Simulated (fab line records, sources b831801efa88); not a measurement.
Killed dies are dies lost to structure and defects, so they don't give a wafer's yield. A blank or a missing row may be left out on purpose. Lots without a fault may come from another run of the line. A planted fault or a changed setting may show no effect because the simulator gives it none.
fab line records | flow gf180mcu
record lots=5 wafers=15 last_day=33
route steps=602 shown STI@4 DNWELL@32 NWELL@42
lots that met no fault: from a run of the same line without faults
start_h: hours from the record's first day to the start of the lot's first wafer shown | wait_h: hours since the lot's step before | " the same as in the row above | L1.1+2: a row that stands for several wafers | - no value, or no start given | * or withheld: withheld | < > ~ a bound
route shown NAME@n: a module of which the file shows steps, and the number in the route of the first | usual: mean/standard deviation of fault-free wafers | same: alike in all rows | chamber/n: place in a boat | sites: the reading at each site | _std_site: their standard deviation | _edge_site: outer sites' mean less inner sites' | radius_mm: how far each site lies from the wafer's centre | mask NAME#n: copy n | behind: the tool/chamber that last shaped the wafer | hold: why the lot was held/for how many hours/how that ended | device: the transistor (n, p or np) that didn't switch | end of line: the same wafers' tests at the end of the route | a step without rows: its recipe alone | killed: dies lost to structure and defects at the first sort, not the wafer's yield | map: a wafer's dies, x killed, . not, _ none there
set.NAME: the setting as run; set.NAME@STEP: as run at that earlier step | model.NAME: the simulator's own value behind a step, which no gauge read
lots at some steps of the route; a table a step, a row a wafer
services: from which hour (start_h, from the record's first day; less than 0 if before it) a tool's chamber was out of use, for how many hours, and why
## steps
# step GF_STI_CVD_03
# recipe material=Si3N4 precursor=DCS/NH3 target_thk_nm=207.16 temp_c=770 time_s=3551 pressure_mtorr=250
# usual spike_tc_lower_C=771.0/1.3 zone_power_centre_pct=13.1/0.86 zone_power_upper_pct=14.3/1.3
# columns lot.wafer tool chamber start_h wait_h spike_tc_lower_C zone_power_centre_pct zone_power_upper_pct
L075.4 lpcvd-01 0 16.57 0.0 772.2 12.3 15.2
L075.5 " 0 " " 772.3 12.5 15.5
L075.6 " 0 " " 772.4 12.4 15.5
L077.2 lpcvd-01 1 27.11 0.0 769.9 13.8 12.9
L077.3 " 1 " " 771.5 13.7 12.8
L077.5 " 1 " " 773.6 13.6 13.0
L078.1 lpcvd-01 0 31.60 0.1 773.0 12.5 15.3
L078.5 " 0 " " 770.8 12.2 15.5
L078.6 " 0 " " 773.1 12.4 15.3
L083.1 lpcvd-01 1 57.23 0.1 770.4 13.8 12.9
L083.2 " 1 " " 769.6 13.6 13.0
L083.3 " 1 " " 770.0 13.3 13.0
L092.1 lpcvd-01 1 103.40 0.4 770.6 13.6 12.9
L092.3 " 1 " " 772.6 13.6 13.0
L092.5 " 1 " " 770.2 13.6 12.8
# step GF_STI_THK_MEAS_04
# recipe reads=Si3N4_of_STI_CVD_03
# usual STI_CVD_03_THK=207.5/1.8
# columns lot.wafer tool chamber start_h wait_h STI_CVD_03_THK[nm]
L075.4 film_metro-01 - 18.59 0.0 206.6
L075.5 " - " " 204.9
L075.6 " - " " 204.8
L077.2 film_metro-01 - 29.10 0.0 206.9
L077.3 " - " " 208.0
L077.5 " - " " 207.0
L078.1 film_metro-01 - 33.58 0.0 209.8
L078.5 " - " " 211.3
L078.6 " - " " 209.8
L083.1 film_metro-02 - 59.22 0.0 211.3
L083.2 " - " " 210.6
L083.3 " - " " 210.1
L092.1 film_metro-01 - 105.38 0.0 207.5
L092.3 " - " " 208.4
L092.5 " - " " 208.7
# step GF_STI_DEHYDRATE_05
# recipe temp_c=200 time_s=60
# columns lot.wafer tool chamber start_h wait_h
L075.4+5+6 litho_track-01 0 24.18 5.6
L077.2+3+5 litho_track-04 0 35.05 5.9
L078.1+5+6 litho_track-03 0 38.79 5.2
L083.1+2+3 litho_track-01 0 65.66 6.4
L092.1+3+5 litho_track-03 0 112.24 6.8
# step GF_STI_HMDS_06
# recipe prime_time_s=60 prime_temp_c=120
# same prime_time_s=60
# columns lot.wafer tool chamber start_h wait_h
L075.4+5+6 litho_track-01 0 24.33 0.1
L077.2+3+5 litho_track-04 0 35.20 0.1
L078.1+5+6 litho_track-03 0 38.94 0.1
L083.1+2+3 litho_track-01 0 65.81 0.1
L092.1+3+5 litho_track-03 0 112.39 0.1
# step GF_STI_COAT_07
# recipe resist=KrF spin_rpm=withheld resist_thk_nm=700
# columns lot.wafer tool chamber start_h wait_h
L075.4+5+6 litho_track-01 0 24.48 0.1
L077.2+3+5 litho_track-04 0 35.35 0.1
L078.1+5+6 litho_track-03 0 39.09 0.1
L083.1+2+3 litho_track-01 0 65.96 0.1
L092.1+3+5 litho_track-03 0 112.54 0.1
# step GF_STI_SOFTBAKE_08
# recipe temp_c=130 time_s=60 resist=KrF
# columns lot.wafer tool chamber start_h wait_h
L075.4+5+6 litho_track-01 0 24.63 0.1
L077.2+3+5 litho_track-04 0 35.50 0.1
L078.1+5+6 litho_track-03 0 39.24 0.1
L083.1+2+3 litho_track-01 0 66.11 0.1
L092.1+3+5 litho_track-03 0 112.69 0.1
# step GF_STI_EXPOSE_09
# recipe mask_id=COMP target_cd_nm=220 na=0.68 source_shape=conventional sigma_outer=0.6 dose_mj=28
# columns lot.wafer tool chamber start_h wait_h mask
L075.4+5+6 krf_scanner-02 0 - - COMP#0
L077.2+3+5 krf_scanner-01 0 - - COMP#0
L078.1+5+6 krf_scanner-02 0 - - COMP#0
L083.1+2+3 krf_scanner-02 0 - - COMP#0
L092.1+3+5 krf_scanner-02 0 - - COMP#0
# step GF_STI_PEB_10
# recipe peb_temp_c=135 peb_time_s=90 resist=KrF
# columns lot.wafer tool chamber start_h wait_h
L075.4+5+6 litho_track-03 0 - -
L077.2+3+5 litho_track-04 0 - -
L078.1+5+6 litho_track-03 0 - -
L083.1+2+3 litho_track-01 0 - -
L092.1+3+5 litho_track-04 0 - -
# step GF_STI_DEVELOP_11
# recipe develop_time_s=60 dev_temp_c=21
# same develop_time_s=60
# columns lot.wafer tool chamber start_h wait_h
L075.4+5+6 litho_track-03 0 30.12 0.1
L077.2+3+5 litho_track-04 0 41.35 0.2
L078.1+5+6 litho_track-03 0 45.44 0.2
L083.1+2+3 litho_track-01 0 72.41 0.2
L092.1+3+5 litho_track-04 0 119.73 0.2
# step GF_STI_CD_MEAS_12
# recipe target_cd_nm=220
# usual cd_nm=219.9/1.2
# columns lot.wafer tool chamber start_h wait_h cd_nm
L075.4 cd_sem-01 - 30.25 0.1 221.0
L075.5 " - " " 220.2
L075.6 " - " " 220.3
L077.2 cd_sem-01 - 41.50 0.1 219.4
L077.3 " - " " 220.1
L077.5 " - " " 219.5
L078.1 cd_sem-01 - 45.59 0.1 219.8
L078.5 " - " " 220.0
L078.6 " - " " 220.2
L083.1 cd_sem-01 - 72.56 0.1 219.1
L083.2 " - " " 219.6
L083.3 " - " " 218.6
L092.1 cd_sem-02 - 119.88 0.1 219.7
L092.3 " - " " 220.4
L092.5 " - " " 221.1
# step GF_STI_ETCH_13
# recipe chemistry=CHF3/O2 stop_on=Si over_etch_frac=0.3 target_depth_a=2823.1 source_w=600 bias_w=200 pressure_mtorr=40 chf3_flow_sccm=50 O2_flow_sccm=5 time_s=112.9
# usual drypump_motor_current_A=5.7/0.42 oes_product_au=0.833/0.0061 throttle_valve_pct=8.810/0.0097
# columns lot.wafer tool chamber start_h wait_h drypump_motor_current_A oes_product_au rf_hours_counter_h throttle_valve_pct
L075.4 rie_diel-03 0 30.31 0.0 6.3 0.830 9 8.808
L075.5 " 3 " " 5.3 0.815 - 8.803
L075.6 " 0 " " 6.3 0.832 - 8.806
L077.2 rie_diel-03 2 41.60 0.1 5.7 0.836 120 8.816
L077.3 " 0 " " 6.3 0.828 9 8.802
L077.5 " 2 " " 5.6 0.835 - 8.815
L078.1 rie_diel-03 2 45.71 0.1 5.6 0.839 120 8.809
L078.5 " 2 " " 5.6 0.838 - 8.813
L078.6 " 0 " " 6.3 0.839 - 8.806
L083.1 rie_diel-04 3 72.68 0.1 4.9 0.834 50 8.809
L083.2 " 1 " " 5.6 0.843 130 8.805
L083.3 " 2 " " 6.0 0.835 5 8.817
L092.1 rie_diel-03 1 120.00 0.1 5.6 0.834 162 8.817
L092.3 " 2 " " 5.6 0.839 122 8.821
L092.5 " 2 " " 5.6 0.835 - 8.804
# step GF_STI_ETCH_14
# recipe target=Si chemistry=HBr/Cl2/O2 target_depth_nm=360 icp_w=600 bias_w=150 pressure_mtorr=15 HBr_flow_sccm=150 Cl2_flow_sccm=40 O2_flow_sccm=6 time_s=102.9
# usual drypump_motor_current_A=5.4/0.5 he_backside_leak_sccm=2.8/0.35 oes_product_au=1.003/0.01 throttle_valve_pct=25.655/0.01
# columns lot.wafer tool chamber start_h wait_h drypump_motor_current_A he_backside_leak_sccm oes_product_au rf_hours_counter_h throttle_valve_pct
L075.4 rie_si-01 2 30.43 0.1 5.2 3.2 1.007 - 25.662
L075.5 " 1 " " 5.2 2.6 0.990 - 25.666
L075.6 " 0 " " 4.7 2.8 0.993 - 25.655
L077.2 rie_si-02 2 41.68 0.0 6.0 2.4 1.010 47 25.661
L077.3 " 1 " " 6.1 2.4 1.020 28 25.653
L077.5 " 2 " " 6.0 2.4 1.007 - 25.642
L078.1 rie_si-01 1 45.79 0.0 5.3 2.8 0.991 109 25.665
L078.5 " 0 " " 4.6 2.8 1.001 - 25.646
L078.6 " 2 " " 5.2 3.2 1.013 - 25.650
L083.1 rie_si-01 2 72.76 0.0 5.1 3.0 1.006 129 25.640
L083.2 " 1 " " 5.3 2.7 0.999 110 25.651
L083.3 " 0 " " 4.6 2.8 0.991 5 25.663
L092.1 rie_si-02 1 120.08 0.0 6.0 2.4 1.003 29 25.652
L092.3 " 2 " " 6.0 2.3 1.004 48 25.660
L092.5 " 1 " " 6.0 2.5 1.013 - 25.639
# step GF_STI_STRIP_15
# recipe chemistry=O2/N2 power_w=1400 pressure_mtorr=1500 platen_temp_c=250 o2_flow_sccm=3000 n2_flow_sccm=300 overash_fraction=0.5
# usual drypump_motor_current_A=5.3/0.58 heater_power_w=347/37 o2_flow_sccm=2999/9.1 oes_product_au=0.385/0.0049 strip_time_to_endpoint_s=3.75/0.043
# columns lot.wafer tool chamber start_h wait_h drypump_motor_current_A heater_power_w o2_flow_sccm oes_product_au rf_hours_counter_h strip_time_to_endpoint_s
L075.4 plasma_asher-03 1 30.50 0.0 4.8 367 2990 0.386 - 3.69
L075.5 " 0 " " 4.8 395 3009 0.386 - 3.75
L075.6 " 1 " " 4.8 362 3007 0.376 - 3.73
L077.2 plasma_asher-04 0 41.75 0.0 5.2 303 3008 0.385 39 3.68
L077.3 " 1 " " 5.4 303 2972 0.386 - 3.67
L077.5 " 1 " " 5.3 305 2991 0.378 - 3.67
L078.1 plasma_asher-02 0 45.86 0.0 6.3 321 2992 0.391 39 3.74
L078.5 " 0 " " 6.3 309 2995 0.385 - 3.75
L078.6 " 1 " " 6.4 330 2990 0.384 - 3.74
L083.1 plasma_asher-03 1 72.83 0.0 4.8 377 2992 0.389 27 3.75
L083.2 " 0 " " 4.8 394 2998 0.391 27 3.80
L083.3 " 1 " " 4.8 371 2997 0.379 - 3.76
L092.1 plasma_asher-04 1 120.15 0.0 5.3 293 2992 0.376 48 3.77
L092.3 " 1 " " 5.3 299 3003 0.391 - 3.76
L092.5 " 0 " " 5.2 303 3004 0.393 - 3.78
# step GF_STI_CLEAN_16
# recipe chemistry=dHF time_s=25 dilution=100:1
# columns lot.wafer tool chamber start_h wait_h
L075.4+5+6 wet_bench-01 2 30.56 0.0
L077.2+3+5 wet_bench-04 1 41.85 0.1
L078.1+5+6 wet_bench-03 0 45.96 0.1
L083.1+2+3 wet_bench-03 1 72.93 0.1
L092.1+3+5 wet_bench-03 0 120.25 0.1
# step GF_STI_WET_ETCH_17
# recipe chemistry=H3PO4 target_depth_nm=45 temp_c=160 target=Si3N4 time_s=514
# columns lot.wafer tool chamber start_h wait_h
L075.4+5+6 wet_bench-04 0 30.58 0.0
L077.2+3+5 wet_bench-03 2 41.87 0.0
L078.1+5+6 wet_bench-04 3 45.98 0.0
L083.1+2+3 wet_bench-01 0 72.95 0.0
L092.1+3+5 wet_bench-04 1 120.27 0.0
# step GF_STI_CLEAN_18
# recipe chemistry=SC1/SC2 mix=1:4:20 temp_c=70 time_s=150
# columns lot.wafer tool chamber start_h wait_h
L075.4+5+6 wet_bench-03 0 30.73 0.0
L077.2+3+5 wet_bench-01 3 42.02 0.0
L078.1+5+6 wet_bench-03 0 46.13 0.0
L083.1+2+3 wet_bench-03 2 73.10 0.0
L092.1+3+5 wet_bench-03 3 120.42 0.0
# step GF_STI_CLEAN_19
# recipe chemistry=dHF time_s=20 dilution=100:1
# columns lot.wafer tool chamber start_h wait_h
L075.4+5+6 wet_bench-04 0 30.78 0.0
L077.2+3+5 wet_bench-04 2 42.07 0.0
L078.1+5+6 wet_bench-01 3 46.18 0.0
L083.1+2+3 wet_bench-04 2 73.15 0.0
L092.1+3+5 wet_bench-01 3 120.47 0.0
# step GF_STI_WET_ETCH_20
# recipe chemistry=dHF dilution=100:1 target_depth_nm=20 temp_c=25 dry=ipa_marangoni target=SiO2 time_s=400
# columns lot.wafer tool chamber start_h wait_h
L075.4+5+6 wet_bench-03 2 30.79 0.0
L077.2+3+5 wet_bench-03 1 42.08 0.0
L078.1+5+6 wet_bench-04 0 46.19 0.0
L083.1+2+3 wet_bench-01 2 73.17 0.0
L092.1+3+5 wet_bench-04 3 120.48 0.0
# step GF_STI_OXIDATION_21
# recipe temp_c=1000 ambient=O2 stabilise_s=600 purge_s=300 target_thk_a=150 ox_time_s=458
# usual ox_temp_c=1000.1/0.41 spike_tc_lower_C=1001.3/1.1 zone_power_centre_pct=25.4/0.95 zone_power_upper_pct=24.17/0.28
# columns lot.wafer tool chamber start_h wait_h ox_temp_c spike_tc_lower_C zone_power_centre_pct zone_power_upper_pct
L075.4 furnace-02 0 30.93 0.0 1000.0 1000.7 26.4 23.82
L075.5 " 0 " " 1000.0 999.5 26.6 24.08
L075.6 " 0 " " 1000.0 1004.2 26.2 23.61
L077.2 furnace-02 0 42.20 0.0 1000.0 1000.6 26.2 23.87
L077.3 " 0 " " 1000.1 1000.9 26.1 24.37
L077.5 " 0 " " 1000.6 1001.0 26.3 24.08
L078.1 furnace-02 0 47.07 0.8 1000.3 1001.9 26.2 23.99
L078.5 " 0 " " 999.6 1001.4 26.8 24.09
L078.6 " 0 " " 999.8 1001.5 26.1 24.11
L083.1 furnace-01 0 74.80 1.5 999.8 998.2 24.4 24.68
L083.2 " 0 " " 999.9 1002.0 24.0 24.43
L083.3 " 0 " " 1000.9 1001.4 24.6 24.27
L092.1 furnace-02 0 121.53 0.9 1000.4 1001.6 26.3 24.14
L092.3 " 0 " " 1000.0 1001.4 26.0 24.19
L092.5 " 0 " " 1000.1 1002.0 26.3 23.96
# step GF_STI_THK_MEAS_22
# recipe reads=SiO2_of_STI_OXIDATION_21
# usual STI_OXIDATION_01_THK=15.1/0.39
# columns lot.wafer tool chamber start_h wait_h STI_OXIDATION_01_THK[nm]
L075.4 film_metro-03 - 32.09 0.0 14.9
L075.5 " - " " 15.1
L075.6 " - " " 15.3
L077.2 film_metro-01 - 43.34 0.0 14.7
L077.3 " - " " 15.0
L077.5 " - " " 14.8
L078.1 film_metro-01 - 48.19 0.0 14.8
L078.5 " - " " 14.9
L078.6 " - " " 15.1
L083.1 film_metro-02 - 75.92 0.0 15.9
L083.2 " - " " 15.6
L083.3 " - " " 15.9
L092.1 film_metro-03 - 122.65 0.0 15.0
L092.3 " - " " 15.2
L092.5 " - " " 15.0
# step GF_STI_CVD_23
# recipe material=SiO2 target_thk_nm=650 sigma_open_frac=0.3 time_s=108.3 temp_c=600 sih4_flow_sccm=60 pressure_mtorr=6
# columns lot.wafer tool chamber start_h wait_h
L075.4+5+6 hdpcvd-02 2,1,0 32.15 0.1
L077.2+3+5 hdpcvd-02 0,1,0 43.39 0.0
L078.1+5+6 hdpcvd-02 0,2,0 48.25 0.1
L083.1+2+3 hdpcvd-02 2,1,0 75.98 0.1
L092.1+3+5 hdpcvd-02 1,0,1 122.71 0.1
# step GF_STI_THK_MEAS_24
# recipe reads=SiO2_of_STI_CVD_23
# usual STI_CVD_23_THK=653/7.7
# columns lot.wafer tool chamber start_h wait_h STI_CVD_23_THK[nm]
L075.4 film_metro-01 - 32.22 0.0 655
L075.5 " - " " 663
L075.6 " - " " 651
L077.2 film_metro-02 - 43.48 0.0 653
L077.3 " - " " 656
L077.5 " - " " 655
L078.1 film_metro-02 - 48.33 0.0 653
L078.5 " - " " 649
L078.6 " - " " 651
L083.1 film_metro-02 - 76.06 0.0 657
L083.2 " - " " 650
L083.3 " - " " 650
L092.1 film_metro-02 - 122.79 0.0 642
L092.3 " - " " 642
L092.5 " - " " 642
# step GF_STI_CMP_25
# recipe stop_on=Si3N4 t_overpolish_s=33 down_force_psi=4 platen_rpm=60 target_thk_nm=524.6 pad_velocity_m_s=0.94248
# usual motor_current_A=12.3/2.2 overpolish_run_s=33.001/0.0088 time_to_endpoint_s=124/4.8
# same t_overpolish_s=33
# columns lot.wafer tool chamber start_h wait_h motor_current_A overpolish_run_s time_to_endpoint_s
L075.4 cmp-01 2 32.30 0.1 9.5 32.997 125
L075.6 " 1 " " 13.4 33.006 124
L075.5 " 2 " " 10.0 33.004 122
L077.3 cmp-02 1 43.63 0.1 14.5 33.007 132
L077.2 " 2 " " 11.3 33.021 130
L077.5 " 0 " " 16.3 33.016 119
L078.1 cmp-02 2 48.54 0.2 11.1 33.004 128
L078.5 " 3 " " 9.9 32.999 118
L078.6 " 0 " " 16.3 33.008 118
L083.3 cmp-01 2 76.17 0.1 10.4 32.995 117
L083.2 " 3 " " 9.9 33.001 119
L083.1 " 0 " " 14.2 32.993 120
L092.1 cmp-02 0 122.90 0.1 15.8 32.989 116
L092.3 " 1 " " 13.8 32.984 120
L092.5 " 0 " " 16.6 32.985 118
# step GF_STI_WET_ETCH_26
# recipe chemistry=dHF target_depth_nm=94 target=SiO2 temp_c=25 dilution=10:1 time_s=188
# columns lot.wafer tool chamber start_h wait_h
L075.4+5+6 wet_bench-01 2 32.55 0.2
L077.2+3+5 wet_bench-03 1 43.83 0.1
L078.1+5+6 wet_bench-03 0 48.69 0.1
L083.1+2+3 wet_bench-03 1 76.42 0.1
L092.1+3+5 wet_bench-04 0 123.15 0.2
# step GF_STI_WET_ETCH_27
# recipe chemistry=H3PO4 target_depth_nm=160 target=Si3N4 temp_c=160 time_s=1825
# columns lot.wafer tool chamber start_h wait_h
L075.4+5+6 wet_bench-04 0 32.61 0.0
L077.2+3+5 wet_bench-04 0 43.89 0.0
L078.1+5+6 wet_bench-01 1 48.75 0.0
L083.1+2+3 wet_bench-04 3 76.49 0.0
L092.1+3+5 wet_bench-03 0 123.21 0.0
# step GF_STI_WET_ETCH_28
# recipe chemistry=dHF target_depth_nm=20 dry=ipa_marangoni target=SiO2 temp_c=25 dilution=10:1 time_s=40
# columns lot.wafer tool chamber start_h wait_h
L075.4+5+6 wet_bench-03 0 33.13 0.0
L077.2+3+5 wet_bench-01 2 44.40 0.0
L078.1+5+6 wet_bench-04 2 49.27 0.0
L083.1+2+3 wet_bench-01 3 77.00 0.0
L092.1+3+5 wet_bench-04 1 123.73 0.0
# step GF_STI_OXIDATION_29
# recipe temp_c=900 ambient=O2 stabilise_s=600 purge_s=300 target_thk_a=100 ox_time_s=1418
# usual ox_temp_c=900.0/0.4 spike_tc_lower_C=901.1/1.1 zone_power_centre_pct=19.9/0.73 zone_power_upper_pct=19.12/0.21
# columns lot.wafer tool chamber start_h wait_h ox_temp_c spike_tc_lower_C zone_power_centre_pct zone_power_upper_pct
L075.4 furnace-02 0 33.50 0.4 900.1 900.1 20.5 19.18
L075.5 " 0 " " 900.0 901.7 20.7 19.08
L075.6 " 0 " " 900.1 901.3 20.5 18.94
L077.2 furnace-02 0 44.42 0.0 899.9 902.4 21.1 19.03
L077.3 " 0 " " 900.1 900.7 20.6 18.73
L077.5 " 0 " " 900.4 901.2 20.4 18.88
L078.1 furnace-01 0 49.29 0.0 900.6 900.7 19.4 19.09
L078.5 " 0 " " 900.6 900.5 19.0 19.33
L078.6 " 0 " " 900.1 898.3 19.3 19.59
L083.1 furnace-01 0 80.21 3.2 900.1 898.9 19.5 19.24
L083.2 " 0 " " 900.6 900.6 19.5 18.91
L083.3 " 0 " " 900.2 899.0 19.2 19.43
L092.1 furnace-02 0 123.75 0.0 900.0 904.2 20.7 18.97
L092.3 " 0 " " 899.3 899.5 20.7 19.06
L092.5 " 0 " " 900.0 902.1 21.0 19.19
# step GF_STI_THK_MEAS_30
# recipe reads=SiO2_of_STI_OXIDATION_29
# usual STI_OXIDATION_02_THK=10.02/0.19
# columns lot.wafer tool chamber start_h wait_h STI_OXIDATION_02_THK[nm]
L075.4 film_metro-02 - 34.93 0.0 10.01
L075.5 " - " " 10.02
L075.6 " - " " 9.84
L077.2 film_metro-02 - 45.83 0.0 10.16
L077.3 " - " " 10.04
L077.5 " - " " 10.03
L078.1 film_metro-01 - 50.68 0.0 9.92
L078.5 " - " " 10.33
L078.6 " - " " 10.15
L083.1 film_metro-02 - 81.60 0.0 10.19
L083.2 " - " " 10.22
L083.3 " - " " 10.42
L092.1 film_metro-02 - 125.14 0.0 9.93
L092.3 " - " " 9.96
L092.5 " - " " 9.92
# step GF_DNWELL_DEHYDRATE_00
# recipe temp_c=200 time_s=60
# columns lot.wafer tool chamber start_h wait_h
L075.4+5+6 litho_track-01 0 40.03 5.1
L077.2+3+5 litho_track-03 0 51.57 5.7
L078.1+5+6 litho_track-01 0 56.16 5.5
L083.1+2+3 litho_track-03 0 87.54 5.9
L092.1+3+5 litho_track-01 0 132.11 7.0
# step GF_DNWELL_HMDS_01
# recipe prime_time_s=60 prime_temp_c=120
# same prime_time_s=60
# columns lot.wafer tool chamber start_h wait_h
L075.4+5+6 litho_track-01 0 40.18 0.1
L077.2+3+5 litho_track-03 0 51.72 0.1
L078.1+5+6 litho_track-01 0 56.31 0.1
L083.1+2+3 litho_track-03 0 87.69 0.1
L092.1+3+5 litho_track-01 0 132.26 0.1
# step GF_DNWELL_COAT_02
# recipe spin_rpm=2000 resist_thk_nm=3000
# columns lot.wafer tool chamber start_h wait_h
L075.4+5+6 litho_track-01 0 40.33 0.1
L077.2+3+5 litho_track-03 0 51.87 0.1
L078.1+5+6 litho_track-01 0 56.46 0.1
L083.1+2+3 litho_track-03 0 87.84 0.1
L092.1+3+5 litho_track-01 0 132.41 0.1
# step GF_DNWELL_SOFTBAKE_03
# recipe temp_c=110 time_s=withheld
# columns lot.wafer tool chamber start_h wait_h
L075.4+5+6 litho_track-01 0 40.51 0.1
L077.2+3+5 litho_track-03 0 52.02 0.1
L078.1+5+6 litho_track-01 0 56.61 0.1
L083.1+2+3 litho_track-03 0 87.99 0.1
L092.1+3+5 litho_track-01 0 132.56 0.1
# step GF_DNWELL_EXPOSE_04
# recipe mask_id=DNWELL target_cd_nm=1700 na=0.6 source_shape=conventional sigma_outer=0.6 dose_mj=260
# columns lot.wafer tool chamber start_h wait_h mask
L075.4+5+6 iline_stepper-01 0 - - DNWELL#0
L077.2+3+5 iline_stepper-02 0 - - DNWELL#0
L078.1+5+6 iline_stepper-01 0 - - DNWELL#0
L083.1+2+3 iline_stepper-02 0 - - DNWELL#0
L092.1+3+5 iline_stepper-02 0 - - DNWELL#0
# step GF_DNWELL_PEB_05
# recipe temp_c=115 time_s=withheld
# columns lot.wafer tool chamber start_h wait_h
L075.4+5+6 litho_track-03 0 - -
L077.2+3+5 litho_track-03 0 - -
L078.1+5+6 litho_track-03 0 - -
L083.1+2+3 litho_track-01 0 - -
L092.1+3+5 litho_track-01 0 - -
# step GF_DNWELL_DEVELOP_06
# recipe wall_angle_deg=90 develop_time_s=60 dev_temp_c=23
# same develop_time_s=60
# columns lot.wafer tool chamber start_h wait_h
L075.4+5+6 litho_track-03 0 - -
L077.2+3+5 litho_track-03 0 - -
L078.1+5+6 litho_track-03 0 - -
L083.1+2+3 litho_track-01 0 - -
L092.1+3+5 litho_track-01 0 - -
# step GF_DNWELL_IMPLANT_07
# recipe species=P energy_kev=1500 dose_cm2=1e+13 tilt_deg=0
# columns lot.wafer tool chamber start_h wait_h
L075.4+5+6 implanter-01 0 47.22 -
L077.2+3+5 implanter-03 0 58.47 -
L078.1+5+6 implanter-01 0 63.79 -
L083.1+2+3 implanter-04 0 95.31 -
L092.1+3+5 implanter-01 0 140.36 -
# step GF_DNWELL_STRIP_08
# recipe chemistry=O2/N2 power_w=1400 pressure_mtorr=1500 platen_temp_c=250 o2_flow_sccm=3000 n2_flow_sccm=300 overash_fraction=0.5
# usual drypump_motor_current_A=5.5/0.56 heater_power_w=356/37 o2_flow_sccm=3001/8.6 oes_product_au=0.723/0.0046 strip_time_to_endpoint_s=36.99/0.11
# columns lot.wafer tool chamber start_h wait_h drypump_motor_current_A heater_power_w o2_flow_sccm oes_product_au rf_hours_counter_h strip_time_to_endpoint_s
L075.4 plasma_asher-03 0 47.32 0.1 4.8 395 3023 0.720 - 37.02
L075.5 " 0 " " 4.8 396 3000 0.720 - 37.09
L075.6 " 1 " " 4.8 366 2996 0.726 - 37.11
L077.2 plasma_asher-03 0 58.59 0.1 4.8 400 3004 0.709 25 37.18
L077.3 " 0 " " 4.8 404 3003 0.718 - 37.09
L077.5 " 1 " " 4.8 356 2992 0.723 - 37.17
L078.1 plasma_asher-02 1 63.94 0.1 6.4 332 2991 0.714 41 36.98
L078.5 " 0 " " 6.3 316 2994 0.728 - 37.00
L078.6 " 1 " " 6.4 335 3009 0.723 - 36.94
L083.1 plasma_asher-01 0 95.46 0.1 5.7 385 2994 0.730 45 36.88
L083.2 " 1 " " 5.5 301 3013 0.724 45 36.81
L083.3 " 0 " " 5.7 388 3006 0.720 - 36.93
L092.1 plasma_asher-01 1 140.51 0.1 5.5 295 2993 0.719 50 36.97
L092.3 " 0 " " 5.7 393 2998 0.724 - 36.93
L092.5 " 0 " " 5.7 394 2994 0.720 - 37.04
# step GF_DNWELL_TW_MEAS_09
# usual DNWELL_TW=1344/9.8
# columns lot.wafer tool chamber start_h wait_h DNWELL_TW
L075.4 film_metro-02 - 47.42 0.1 1348
L075.5 " - " " 1358
L075.6 " - " " 1356
L077.2 film_metro-03 - 58.70 0.1 1343
L077.3 " - " " 1346
L077.5 " - " " 1345
L078.1 film_metro-03 - 64.04 0.1 1342
L078.5 " - " " 1344
L078.6 " - " " 1337
L083.1 film_metro-03 - 95.56 0.1 1339
L083.2 " - " " 1348
L083.3 " - " " 1342
L092.1 film_metro-02 - 140.61 0.1 1351
L092.3 " - " " 1346
L092.5 " - " " 1354
# step GF_NWELL_DEHYDRATE_00
# recipe temp_c=200 time_s=60
# columns lot.wafer tool chamber start_h wait_h
L075.4+5+6 litho_track-02 0 52.89 5.5
L077.2+3+5 litho_track-03 0 64.77 6.1
L078.1+5+6 litho_track-02 0 69.96 5.9
L083.1+2+3 litho_track-04 0 101.23 5.7
L092.1+3+5 litho_track-04 0 147.68 7.1
# step GF_NWELL_HMDS_01
# recipe prime_time_s=60 prime_temp_c=120
# same prime_time_s=60
# columns lot.wafer tool chamber start_h wait_h
L075.4+5+6 litho_track-02 0 53.04 0.1
L077.2+3+5 litho_track-03 0 64.92 0.1
L078.1+5+6 litho_track-02 0 70.11 0.1
L083.1+2+3 litho_track-04 0 101.38 0.1
L092.1+3+5 litho_track-04 0 147.83 0.1
# step GF_NWELL_COAT_02
# recipe spin_rpm=2000 resist_thk_nm=3000
# columns lot.wafer tool chamber start_h wait_h
L075.4+5+6 litho_track-02 0 53.19 0.1
L077.2+3+5 litho_track-03 0 65.07 0.1
L078.1+5+6 litho_track-02 0 70.26 0.1
L083.1+2+3 litho_track-04 0 101.53 0.1
L092.1+3+5 litho_track-04 0 147.98 0.1
# step GF_NWELL_SOFTBAKE_03
# recipe temp_c=110 time_s=withheld
# columns lot.wafer tool chamber start_h wait_h
L075.4+5+6 litho_track-02 0 53.36 0.1
L077.2+3+5 litho_track-03 0 65.22 0.1
L078.1+5+6 litho_track-02 0 70.41 0.1
L083.1+2+3 litho_track-04 0 101.68 0.1
L092.1+3+5 litho_track-04 0 148.13 0.1
# step GF_NWELL_EXPOSE_04
# recipe mask_id=Nwell target_cd_nm=860 na=0.6 source_shape=conventional sigma_outer=0.6 dose_mj=260
# columns lot.wafer tool chamber start_h wait_h mask
L075.4+5+6 iline_stepper-01 0 - - Nwell#0
L077.2+3+5 iline_stepper-01 0 - - Nwell#0
L078.1+5+6 iline_stepper-01 0 - - Nwell#0
L083.1+2+3 iline_stepper-01 0 - - Nwell#0
L092.1+3+5 iline_stepper-01 0 - - Nwell#0
# step GF_NWELL_PEB_05
# recipe temp_c=115 time_s=withheld
# columns lot.wafer tool chamber start_h wait_h
L075.4+5+6 litho_track-02 0 - -
L077.2+3+5 litho_track-04 0 - -
L078.1+5+6 litho_track-03 0 - -
L083.1+2+3 litho_track-02 0 - -
L092.1+3+5 litho_track-03 0 - -
# step GF_NWELL_DEVELOP_06
# recipe wall_angle_deg=90 develop_time_s=60 dev_temp_c=23
# same develop_time_s=60
# columns lot.wafer tool chamber start_h wait_h
L075.4+5+6 litho_track-02 0 - -
L077.2+3+5 litho_track-04 0 - -
L078.1+5+6 litho_track-03 0 - -
L083.1+2+3 litho_track-02 0 - -
L092.1+3+5 litho_track-03 0 - -
## services
# columns tool chamber start_h hours kind
furnace-02 - -1.97 2.3 pm
furnace-02 - 0.37 4.3 pm
implanter-01 - 2.03 39.7 repair
cmp-02 - 11.99 2.5 repair
implanter-01 - 13.97 2.5 repair
krf_scanner-02 - 15.63 0.8 pm
rie_diel-03 2 15.75 11.5 repair
cmp-02 - 23.46 6.3 repair
cmp-02 - 32.44 0.5 repair
rie_diel-03 1 36.94 1.4 repair
rie_diel-03 3 41.53 16.4 repair
iline_stepper-02 - 44.48 4.4 pm
rie_si-01 - 46.63 2.8 pm
krf_scanner-02 - 64.23 1.2 repair
iline_stepper-02 - 66.85 2.1 pm
cmp-02 - 70.17 2.6 repair
krf_scanner-02 - 72.61 1.0 repair
furnace-02 - 74.31 24.0 pm
krf_scanner-02 - 79.84 12.3 repair
krf_scanner-02 - 92.19 1.3 pm
iline_stepper-01 - 129.64 1.0 repair
krf_scanner-02 - 139.33 1.0 pm
furnace-02 - 144.62 2.9 pm
wet_bench-04 - 150.29 4.2 repair
## key
fault none
